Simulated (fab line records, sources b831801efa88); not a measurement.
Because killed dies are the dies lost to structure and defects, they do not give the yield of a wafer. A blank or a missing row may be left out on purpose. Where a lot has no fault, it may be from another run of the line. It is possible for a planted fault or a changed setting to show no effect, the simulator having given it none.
A lot that was struck, set against a sound lot    flow gf180mcu    17 out of 602 route steps
Sound: wafers L120.2, L120.3, L120.4. Struck: wafer L141.3 (left out: L141.2, L141.4 of the same lot, which were not struck); the cause appears at the end.
Per side, at each step with rows, come the tool, then ch with its chambers, and then its first start. Under that, the readings that differ: sound wafers    struck wafers    difference of the means    sigmas: that difference in standard deviations of wafers without a fault.
alike: words and numbers the same on both sides, and readings whose means are apart by under 2 such deviations; not compared: readings that were withheld, readings missing a value for some wafer, numbers with overlapping values and no deviation given by the record, and bounds like >300 which may hide the same value.
A row with sigmas, a row that says differs or no value, or rows on one side alone: a step with any of these is where the two part. When numbers do not overlap yet have no deviation, they are printed without sigmas and do not part them. Lack of a reading on every wafer of one side parts them only where that side has two or more wafers.

first, 3 steps without rows for these wafers: GF_V2_EXPOSE_11 (exposes mask Via2, target cd 260 nm); GF_V2_PEB_12 (peb time 90 s); GF_V2_DEVELOP_13 (develop time 60 s).
GF_V2_CD_MEAS_14: the cd target is 260 nm.
  sound: cdSem-01 at day 21 12:54; struck: cdSem-01 at day 28 07:48
reading    sound              struck  difference  sigmas
cdNm (nm)  259.2 260.5 257.9  262.4   +3.2        +2
GF_V2_OVL_MEAS_15:
  sound: overlay-01 at day 21 13:00; struck: overlay-02 at day 28 07:54
  alike: V2_OVL
GF_V2_ETCH_16: etches BARC in N2/H2.
  sound on rieDiel-01 ch 1,2,3, day 21 13:02; struck on rieDiel-01 ch 2, day 28 07:56
  alike: drypumpMotorCurrentA, oesProductAu, rfFwdPowerW, throttleValvePct
GF_V2_ETCH_17: etches SiO2 in C4F8/O2/Ar, stops on TiN, target depth 630 nm.
  sound: rieDiel-01 ch 1,2,3; struck: rieDiel-01 ch 2
reading          sound           struck  difference  sigmas
rfFwdPowerW (W)  1491 1491 1480  1499    +12         +2
  alike: oesProductAu
GF_V2_STRIP_18: strips in O2/N2.
  sound on plasmaAsher-02 ch 0,1, day 21 13:10; struck on plasmaAsher-01 ch 0, day 28 08:04
reading           sound        struck  difference  sigmas
heaterPowerW (W)  399 395 306  263     -104        -3
  alike: drypumpMotorCurrentA, oesProductAu
  not compared: rfHoursCounterH
then, 2 steps without rows for these wafers: GF_V2_STRIP_19 (strips in post etch residue remover, time 1200 s); GF_V2_CLEAN_20 (cleans in DIW).
GF_V2_SPUTTER_21: material Ti, target thk 15 nm, time 80.02 s.
  sound: pvdSputter-01 at day 21 13:42; struck: pvdSputter-03 at day 28 08:43
reading                 sound              struck  difference  sigmas
chamberPressurePa (Pa)  4.990 5.002 5.013  4.981   -0.021      -2
  alike: cathodeDcPowerW, throttleValvePct
then, 1 step without rows for these wafers: GF_V2_SPUTTER_22 (material TiN, target thk 10 nm, time 40 s).
GF_V2_CVD_23: deposits W, target thk 350 nm, time 104.94 s.
  sound on cvdW-01 ch 0,1, day 21 13:48; struck on cvdW-02 ch 1, day 28 08:49
reading                          sound              struck  difference  sigmas
heaterPowerW (W)                 837 887 841        915     +60         +2
model.W_of_V2_CVD_23.thkNm (nm)  352.8 345.1 353.2  360.7   +10.3       
GF_V2_RS_MEAS_24: measurement is done with a four-point probe.
  sound: filmMetro-03 at day 21 13:56; struck: filmMetro-03 at day 28 08:57
reading           sound              struck  difference  sigmas
V2_W_RS (ohm/sq)  0.325 0.332 0.325  0.318   -0.009      -2
GF_V2_THK_MEAS_25: measures by xrf.
  sound: filmMetro-03 at day 21 14:02; struck: filmMetro-03 at day 28 09:04
  alike: V2_W_THK
GF_V2_CMP_26: polishes, stops on SiO2, t overpolish 15 s, target thk 0 nm.
  sound on cmp-01 ch 0,1,2, day 21 14:05; struck on cmp-01 ch 0, day 28 09:07
  alike: motorCurrentA, overpolishRunS, platenRpm, timeToEndpointS
GF_PASSIVATION_PROBE_99:
  sound wafers here have rows in the record (prober-01, day 30 06:57); struck ones have none

WHERE THEY PART
Last at GF_PASSIVATION_PROBE_99 as far as this record goes, first at GF_V2_CD_MEAS_14.

WHY: the cause the simulator had injected
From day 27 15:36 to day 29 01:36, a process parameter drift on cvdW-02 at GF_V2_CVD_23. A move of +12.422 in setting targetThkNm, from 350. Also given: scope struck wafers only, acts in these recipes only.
